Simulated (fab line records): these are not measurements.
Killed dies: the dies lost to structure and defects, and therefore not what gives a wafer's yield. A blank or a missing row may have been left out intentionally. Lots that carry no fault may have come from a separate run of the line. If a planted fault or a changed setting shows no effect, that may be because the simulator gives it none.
fab line records ; flow sky130
record lots=7; wafers=21; lastDay=50
route steps=708 shown FIELD_ISO@3
lots that met no fault: taken from a fault-free run of the same line
startH: start of the lot's first displayed wafer, in hours after the record's first day ; waitH: hours from the lot's prior step to this one ; " identical to the entry in the row above ; L1.1+2: several wafers, shown together as one row ; - no value, or no start given ; * or withheld: withheld ; < > ~ a bound
route shown NAME@n: names a module that has steps shown in the file, with the first one's number in the route ; usual: the fault-free wafers' mean and standard deviation ; same: alike in all rows ; chamber/n: place in a boat ; sites: per-site readings ; _std_site: standard deviation across them ; _edge_site: mean of outer sites minus mean of inner sites ; radiusMm: how far each site lies from the wafer's centre ; mask NAME#n: copy n ; behind: the most recent tool/chamber to have shaped the wafer ; hold: reason for holding the lot/hours on hold/outcome of the hold ; device: whichever transistor did not switch (one of n, p or np) ; end of line: the route-end tests of the same wafers ; for a step that has no rows: nothing shown but its recipe ; killed: at the first sort, the dies lost to defects and structure; wafer yield is something else ; map: a wafer's dies, x killed, . not, _ none there
set.NAME: the run value of the setting; set.NAME@STEP: its run value at that earlier step ; model.NAME: the simulator's own value behind a step, which no gauge read
lots at selected steps of the route; one table per step, one row per wafer
services: the hour from which a tool's chamber was out of use, counted from the record's first day as startH (under 0 if before that day), plus the number of hours and why
## steps
# step SKY_FIELD_ISO_THK_MEAS_02
# recipe reads=SiO2_of_FIELD_ISO_OXIDATION_01
# usual FIELD_ISO_OXIDATION_00_THK=12.88/0.18
lot.wafer;tool;chamber;startH;waitH;FIELD_ISO_OXIDATION_00_THK[nm]
L508.3;filmMetro-01;-;12.63;0.0;12.86
L508.4;filmMetro-01;-;12.63;0.0;12.88
L508.5;filmMetro-01;-;12.63;0.0;12.94
L515.2;filmMetro-03;-;46.64;0.0;12.92
L515.5;filmMetro-03;-;46.64;0.0;12.91
L515.6;filmMetro-03;-;46.64;0.0;12.87
L522.3;filmMetro-02;-;82.32;0.0;12.96
L522.4;filmMetro-02;-;82.32;0.0;12.85
L522.5;filmMetro-02;-;82.32;0.0;12.77
L523.1;filmMetro-01;-;87.33;0.0;13.11
L523.4;filmMetro-01;-;87.33;0.0;13.26
L523.6;filmMetro-01;-;87.33;0.0;13.20
L524.3;filmMetro-01;-;91.65;0.0;12.76
L524.4;filmMetro-01;-;91.65;0.0;12.65
L524.6;filmMetro-01;-;91.65;0.0;12.78
L530.2;filmMetro-01;-;121.64;0.0;12.53
L530.4;filmMetro-01;-;121.64;0.0;13.01
L530.6;filmMetro-01;-;121.64;0.0;12.84
L531.1;filmMetro-03;-;127.13;0.0;12.93
L531.2;filmMetro-03;-;127.13;0.0;12.68
L531.6;filmMetro-03;-;127.13;0.0;12.92
# step SKY_FIELD_ISO_CVD_03
# recipe material=Si3N4; precursor=DCS/NH3; targetThkNm=165; tempC=770; timeS=2830; pressureMtorr=250
# step SKY_FIELD_ISO_THK_MEAS_04
# recipe reads=Si3N4_of_FIELD_ISO_CVD_03
# usual FIELD_ISO_CVD_03_THK=164.6/1.3
lot.wafer;tool;chamber;startH;waitH;FIELD_ISO_CVD_03_THK[nm]
L508.3;filmMetro-01;-;14.48;0.0;164.7
L508.4;filmMetro-01;-;14.48;0.0;166.6
L508.5;filmMetro-01;-;14.48;0.0;164.8
L515.2;filmMetro-01;-;48.49;0.0;165.7
L515.5;filmMetro-01;-;48.49;0.0;166.7
L515.6;filmMetro-01;-;48.49;0.0;165.7
L522.3;filmMetro-01;-;84.17;0.0;162.6
L522.4;filmMetro-01;-;84.17;0.0;164.1
L522.5;filmMetro-01;-;84.17;0.0;163.4
L523.1;filmMetro-03;-;91.64;0.0;163.5
L523.4;filmMetro-03;-;91.64;0.0;162.7
L523.6;filmMetro-03;-;91.64;0.0;163.5
L524.3;filmMetro-01;-;97.73;0.0;163.9
L524.4;filmMetro-01;-;97.73;0.0;163.0
L524.6;filmMetro-01;-;97.73;0.0;164.4
L530.2;filmMetro-02;-;123.61;0.0;163.6
L530.4;filmMetro-02;-;123.61;0.0;164.2
L530.6;filmMetro-02;-;123.61;0.0;163.6
L531.1;filmMetro-01;-;128.98;0.0;164.3
L531.2;filmMetro-01;-;128.98;0.0;163.7
L531.6;filmMetro-01;-;128.98;0.0;164.7
# step SKY_FIELD_ISO_DEHYDRATE_05
# recipe tempC=200; timeS=60
# step SKY_FIELD_ISO_HMDS_06
# recipe primeTimeS=60; primeTempC=120
# step SKY_FIELD_ISO_COAT_07
# recipe resist=BARC; tempC=withheld; timeS=withheld; spinRpm=3000; resistThkNm=60
# step SKY_FIELD_ISO_COAT_08
# recipe resist=KrF-thick; spinRpm=3000; resistThkNm=450
# step SKY_FIELD_ISO_SOFTBAKE_09
# recipe tempC=100; timeS=90; resist=KrF-thick
# step SKY_FIELD_ISO_EXPOSE_10
# recipe maskId=FOM; na=0.68; sourceShape=annular; sigmaInner=0.4; sigmaOuter=0.8; targetCdNm=150; doseMj=28
# step SKY_FIELD_ISO_PEB_11
# recipe pebTempC=withheld; pebTimeS=withheld; resist=KrF-thick
# step SKY_FIELD_ISO_DEVELOP_12
# recipe developTimeS=60; resist=KrF-thick; devTempC=21
# step SKY_FIELD_ISO_CD_MEAS_13
# recipe targetCdNm=150
# usual cdNm=150.4/1.8
lot.wafer;tool;chamber;startH;waitH;cdNm
L508.3;cdSem-01;-;29.01;-;150.2
L508.4;cdSem-01;-;29.01;-;150.0
L508.5;cdSem-01;-;29.01;-;151.0
L515.2;cdSem-01;-;64.40;-;149.8
L515.5;cdSem-01;-;64.40;-;151.6
L515.6;cdSem-01;-;64.40;-;151.0
L522.3;cdSem-01;-;101.45;-;152.3
L522.4;cdSem-01;-;101.45;-;151.6
L522.5;cdSem-01;-;101.45;-;150.9
L523.1;cdSem-02;-;108.83;-;146.8
L523.4;cdSem-02;-;108.83;-;147.7
L523.6;cdSem-02;-;108.83;-;148.3
L524.3;cdSem-01;-;116.17;-;152.2
L524.4;cdSem-01;-;116.17;-;150.4
L524.6;cdSem-01;-;116.17;-;150.2
L530.2;cdSem-01;-;143.60;-;150.2
L530.4;cdSem-01;-;143.60;-;150.3
L530.6;cdSem-01;-;143.60;-;149.4
L531.1;cdSem-02;-;149.31;-;149.1
L531.2;cdSem-02;-;149.31;-;148.5
L531.6;cdSem-02;-;149.31;-;146.5
# step SKY_FIELD_ISO_ETCH_14
# recipe chemistry=N2/H2; target=BARC; ionEnergyEv=200; sourceW=500; biasW=100; pressureMtorr=30; n2FlowSccm=100; h2FlowSccm=200; stopOn=SiO2; timeS=45.9; targetDepthA=600
# usual biasW=100.0/0.31; chamberPressureMTorr=30.002/0.024; drypumpMotorCurrentA=5.9/0.49; oesProductAu=0.856/0.0044; throttleValvePct=13.226/0.0092
lot.wafer;tool;chamber;startH;waitH;biasW;chamberPressureMTorr;drypumpMotorCurrentA;oesProductAu;rfHoursCounterH;throttleValvePct;model.KrF-thick_of_FIELD_ISO_COAT_08.thkNm
L508.3;rieDiel-04;2;29.09;0.1;99.9;29.988;5.4;0.859;38;13.220;392.7
L508.4;rieDiel-04;1;29.09;0.1;99.8;29.991;6.2;0.851;92;13.227;392.1
L508.5;rieDiel-04;1;29.09;0.1;99.7;29.978;6.1;0.860;-;13.236;392.7
L515.2;rieDiel-01;0;64.50;0.1;100.1;29.985;6.5;0.857;21;13.234;394.4
L515.5;rieDiel-01;1;64.50;0.1;99.6;30.003;5.7;0.862;-;13.199;392.5
L515.6;rieDiel-01;0;64.50;0.1;99.7;30.029;6.5;0.859;-;13.224;394.2
L522.3;rieDiel-04;0;101.53;0.1;-;-;-;-;-;-;436.6
L522.4;rieDiel-04;2;101.53;0.1;-;-;-;-;-;-;436.4
L522.5;rieDiel-04;2;101.53;0.1;-;-;-;-;-;-;436.3
L523.1;rieDiel-01;1;108.95;0.1;-;-;-;-;-;-;437.8
L523.4;rieDiel-01;0;108.95;0.1;-;-;-;-;-;-;436.6
L523.6;rieDiel-01;2;108.95;0.1;-;-;-;-;-;-;437.1
L524.3;rieDiel-03;0;116.25;0.1;-;-;-;-;-;-;437.2
L524.4;rieDiel-03;3;116.25;0.1;-;-;-;-;-;-;436.5
L524.6;rieDiel-03;0;116.25;0.1;-;-;-;-;-;-;437
L530.2;rieDiel-01;0;143.70;0.1;99.0;30.007;6.5;0.862;22;13.230;395.6
L530.4;rieDiel-01;3;143.70;0.1;99.9;29.978;5.4;0.858;143;13.228;395.1
L530.6;rieDiel-01;0;143.70;0.1;99.9;29.988;6.4;0.855;-;13.244;395.6
L531.1;rieDiel-01;3;149.43;0.1;99.9;29.969;5.4;0.854;143;13.229;393.2
L531.2;rieDiel-01;1;149.43;0.1;99.5;30.004;5.7;0.852;95;13.227;392.3
L531.6;rieDiel-01;2;149.43;0.1;99.5;29.997;6.5;0.848;-;13.220;393
# step SKY_FIELD_ISO_ETCH_15
# recipe chemistry=CHF3/O2; targetDepthNm=180; stopOn=Si; sourceW=600; biasW=200; pressureMtorr=40; chf3FlowSccm=50; O2_flow_sccm=5; timeS=72
# usual O2_flow_sccm=4.999/0.014; biasW=199.9/0.54; drypumpMotorCurrentA=5.8/0.49; oesProductAu=0.944/0.0068; throttleValvePct=8.843/0.0088
lot.wafer;tool;chamber;startH;waitH;O2_flow_sccm;biasW;drypumpMotorCurrentA;oesProductAu;rfHoursCounterH;throttleValvePct;model.KrF-thick_of_FIELD_ISO_COAT_08.thkNm
L508.3;rieDiel-04;2;29.13;0.0;5.000;200.1;5.4;0.952;38;8.823;234.2
L508.4;rieDiel-04;1;29.13;0.0;5.015;199.8;6.2;0.966;92;8.850;234.1
L508.5;rieDiel-04;1;29.13;0.0;4.991;199.2;6.2;0.943;-;8.847;235.5
L515.2;rieDiel-01;0;64.54;0.0;5.032;200.6;6.4;0.946;21;8.851;241.9
L515.5;rieDiel-01;1;64.54;0.0;5.011;200.4;5.6;0.952;-;8.857;233.3
L515.6;rieDiel-01;0;64.54;0.0;5.023;199.9;6.4;0.950;-;8.861;242.3
L522.3;rieDiel-04;0;101.58;0.0;5.013;199.8;5.5;0.371;134;8.668;279.4
L522.4;rieDiel-04;2;101.58;0.0;4.998;199.6;5.4;0.374;40;8.659;276.7
L522.5;rieDiel-04;2;101.58;0.0;4.984;199.4;5.4;0.376;-;8.665;277
L523.1;rieDiel-01;1;108.99;0.0;4.999;200.2;5.7;0.379;95;8.685;278.2
L523.4;rieDiel-01;0;108.99;0.0;4.987;199.4;6.4;0.372;-;8.688;281.1
L523.6;rieDiel-01;2;108.99;0.0;4.974;200.7;6.6;0.364;-;8.678;278.3
L524.3;rieDiel-03;0;116.29;0.0;4.982;200.2;5.6;0.380;104;8.680;279
L524.4;rieDiel-03;3;116.29;0.0;4.992;200.3;6.5;0.374;13;8.666;286.3
L524.6;rieDiel-03;0;116.29;0.0;5.002;198.9;5.6;0.367;-;8.682;279.3
L530.2;rieDiel-01;0;143.74;0.0;4.996;200.2;6.4;0.943;22;8.846;241
L530.4;rieDiel-01;3;143.74;0.0;4.997;199.6;5.4;0.941;143;8.855;243.5
L530.6;rieDiel-01;0;143.74;0.0;4.985;199.7;6.4;0.942;-;8.837;241.7
L531.1;rieDiel-01;3;149.48;0.0;4.990;200.1;5.4;0.941;143;8.849;240.2
L531.2;rieDiel-01;1;149.48;0.0;4.989;199.4;5.7;0.941;95;8.840;232.4
L531.6;rieDiel-01;2;149.48;0.0;4.991;200.3;6.6;0.948;-;8.841;235.8
# step SKY_FIELD_ISO_STRIP_16
# recipe chemistry=O2/N2; powerW=1400; pressureMtorr=1500; platenTempC=withheld; o2FlowSccm=3000; n2FlowSccm=300; overashFraction=0.5
# usual drypumpMotorCurrentA=5.6/0.39; oesProductAu=0.378/0.0043; stripTimeToEndpointS=3.56/0.044
lot.wafer;tool;chamber;startH;waitH;drypumpMotorCurrentA;oesProductAu;rfHoursCounterH;stripTimeToEndpointS
L508.3;plasmaAsher-02;1;29.22;0.1;5.5;0.376;-;3.51
L508.4;plasmaAsher-02;0;29.22;0.1;5.8;0.375;-;3.52
L508.5;plasmaAsher-02;1;29.22;0.1;5.5;0.372;-;3.53
L515.2;plasmaAsher-02;1;64.60;0.0;5.4;0.383;25;3.61
L515.5;plasmaAsher-02;1;64.60;0.0;5.4;0.378;-;3.52
L515.6;plasmaAsher-02;0;64.60;0.0;5.8;0.380;-;3.61
L522.3;plasmaAsher-03;0;101.67;0.1;5.9;0.396;-;4.00
L522.4;plasmaAsher-03;1;101.67;0.1;6.5;0.395;-;3.97
L522.5;plasmaAsher-03;0;101.67;0.1;5.9;0.401;-;3.99
L523.1;plasmaAsher-02;0;109.05;0.0;5.8;0.397;29;4.00
L523.4;plasmaAsher-02;0;109.05;0.0;5.8;0.395;-;4.02
L523.6;plasmaAsher-02;0;109.05;0.0;5.8;0.401;-;4.00
L524.3;plasmaAsher-01;0;116.38;0.1;5.2;0.396;-;4.02
L524.4;plasmaAsher-01;1;116.38;0.1;5.1;0.396;-;4.07
L524.6;plasmaAsher-01;0;116.38;0.1;5.2;0.396;-;4.02
L530.2;plasmaAsher-02;0;143.80;0.0;5.9;0.382;33;3.62
L530.4;plasmaAsher-02;1;143.80;0.0;5.5;0.386;-;3.63
L530.6;plasmaAsher-02;0;143.80;0.0;5.9;0.374;-;3.61
L531.1;plasmaAsher-03;0;149.53;0.0;5.9;0.372;3;3.59
L531.2;plasmaAsher-03;1;149.53;0.0;6.5;0.385;3;3.51
L531.6;plasmaAsher-03;0;149.53;0.0;5.9;0.372;-;3.54
# step SKY_FIELD_ISO_ETCH_17
# recipe targetDepthA=3420; maskMaterial=Si3N4; chemistry=HBr/Cl2/O2; target=Si; taperDeg=5; icpW=600; biasW=150; pressureMtorr=15; HBr_flow_sccm=150; Cl2_flow_sccm=40; O2_flow_sccm=6; timeS=97.7
# usual HBr_flow_sccm=150.0/0.46; O2_flow_sccm=5.997/0.017; drypumpMotorCurrentA=5.8/0.39; oesProductAu=1.001/0.011; throttleValvePct=25.657/0.011
lot.wafer;tool;chamber;startH;waitH;HBr_flow_sccm;O2_flow_sccm;drypumpMotorCurrentA;oesProductAu;rfHoursCounterH;throttleValvePct
L508.3;rieSi-02;0;29.29;0.0;149.8;5.979;5.9;1.007;60;25.646
L508.4;rieSi-02;1;29.29;0.0;149.9;6.016;5.8;0.996;3;25.658
L508.5;rieSi-02;0;29.29;0.0;150.8;6.035;6.0;1.007;-;25.666
L515.2;rieSi-01;3;64.70;0.1;149.9;6.027;6.2;0.992;115;25.651
L515.5;rieSi-01;2;64.70;0.1;150.3;5.998;4.8;1.006;-;25.661
L515.6;rieSi-01;1;64.70;0.1;150.1;5.984;6.0;1.011;-;25.642
L522.3;rieSi-02;0;101.73;0.0;149.9;5.996;6.0;1.001;61;25.651
L522.4;rieSi-02;2;101.73;0.0;149.5;6.014;5.7;1.001;4;25.655
L522.5;rieSi-02;0;101.73;0.0;149.4;5.994;5.9;1.009;-;25.663
L523.1;rieSi-02;1;109.15;0.1;149.4;6.003;5.8;0.989;4;25.667
L523.4;rieSi-02;0;109.15;0.1;151.2;5.996;6.0;0.994;61;25.650
L523.6;rieSi-02;1;109.15;0.1;149.9;6.003;5.9;0.991;-;25.656
L524.3;rieSi-01;0;116.45;0.0;150.8;6.003;5.5;0.992;133;25.662
L524.4;rieSi-01;1;116.45;0.0;150.3;6.028;6.0;1.006;1;25.663
L524.6;rieSi-01;2;116.45;0.0;149.8;6.009;4.9;1.000;-;25.666
L530.2;rieSi-02;2;143.90;0.1;149.8;5.984;5.8;1.001;5;25.642
L530.4;rieSi-02;1;143.90;0.1;149.3;6.004;5.8;0.985;4;25.660
L530.6;rieSi-02;1;143.90;0.1;150.7;5.997;5.8;0.983;-;25.664
L531.1;rieSi-01;1;149.63;0.1;149.8;5.972;6.0;1.029;1;25.653
L531.2;rieSi-01;2;149.63;0.1;150.5;5.987;4.9;1.015;63;25.643
L531.6;rieSi-01;3;149.63;0.1;149.4;6.013;6.1;0.997;-;25.656
## services
tool;chamber;startH;hours;kind
rieDiel-03;-;20.83;28.1;pm
rieSi-01;-;24.92;2.8;pm
rieSi-01;1;27.98;3.3;repair
rieDiel-04;3;44.07;1.6;repair
plasmaAsher-02;-;49.57;3.2;repair
rieDiel-01;-;73.08;0.6;repair
rieSi-02;0;79.29;4.9;repair
rieDiel-03;2;84.94;5.9;repair
plasmaAsher-01;-;94.15;0.7;repair
rieDiel-01;3;102.30;13.4;repair
plasmaAsher-01;-;106.33;10.0;pm
plasmaAsher-03;-;108.75;9.0;pm
plasmaAsher-03;0;108.75;9.0;ventCycle
plasmaAsher-03;1;108.75;9.0;ventCycle
plasmaAsher-03;0;117.75;-;clean
plasmaAsher-03;1;117.75;-;clean
rieDiel-01;-;126.79;0.9;repair
rieDiel-04;3;139.81;-;clean
rieDiel-04;3;139.81;16.2;scheduledDown
rieDiel-04;3;139.81;16.2;ventCycle
## key
firstSign step=SKY_FIELD_ISO_ETCH_14; reading=toolRecord; direction=missing
effect step=SKY_FIELD_ISO_ETCH_15; reading=oesProductAu; direction=down; sigmas=84; usual=0.944; struck=0.373
effect step=SKY_FIELD_ISO_STRIP_16; reading=stripTimeToEndpointS; direction=up; sigmas=10; usual=*; struck=*
modelEffect step=SKY_FIELD_ISO_ETCH_14; value=KrF-thick_of_FIELD_ISO_COAT_08.thkNm; without=393.4; struck=436.8
modelEffect step=SKY_FIELD_ISO_ETCH_15; value=KrF-thick_of_FIELD_ISO_COAT_08.thkNm; without=236; struck=279.5
metAt SKY_FIELD_ISO_ETCH_14
struckWafers L522.3,L522.4,L522.5,L523.1,L523.4,L523.6,L524.3,L524.4,L524.6
laterRowsLeftOut L522.3,L522.4,L522.5,L523.1,L523.4,L523.6,L524.3,L524.4,L524.6
sortLeftOut L522.3,L522.4,L522.5,L523.1,L523.4,L523.6,L524.3,L524.4,L524.6
testerLeftOut L522,L523,L524
onsetBetween 64.50 101.53
fault kind=skippedStepWhole; tool=rieDiel-01,rieDiel-03,rieDiel-04; chamber=-; onsetH=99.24; steps=SKY_FIELD_ISO_ETCH_14; scope=struckLotsOnly
# testerLeftOut: of these lots the tester's yield and bins aren't shown, on N5 and GAA mostly nor the transistor test; their killed dies are dies lost to structure and defects alone, not to doping, threshold or leakage, so they don't give the yield
# sortLeftOut: the simulated sort isn't trusted on such a fault, so these wafers' sort isn't shown, and their yield isn't known
# laterRowsLeftOut: the simulator's readings of these wafers behind a module that went badly wrong aren't trusted and aren't shown, but for the sort
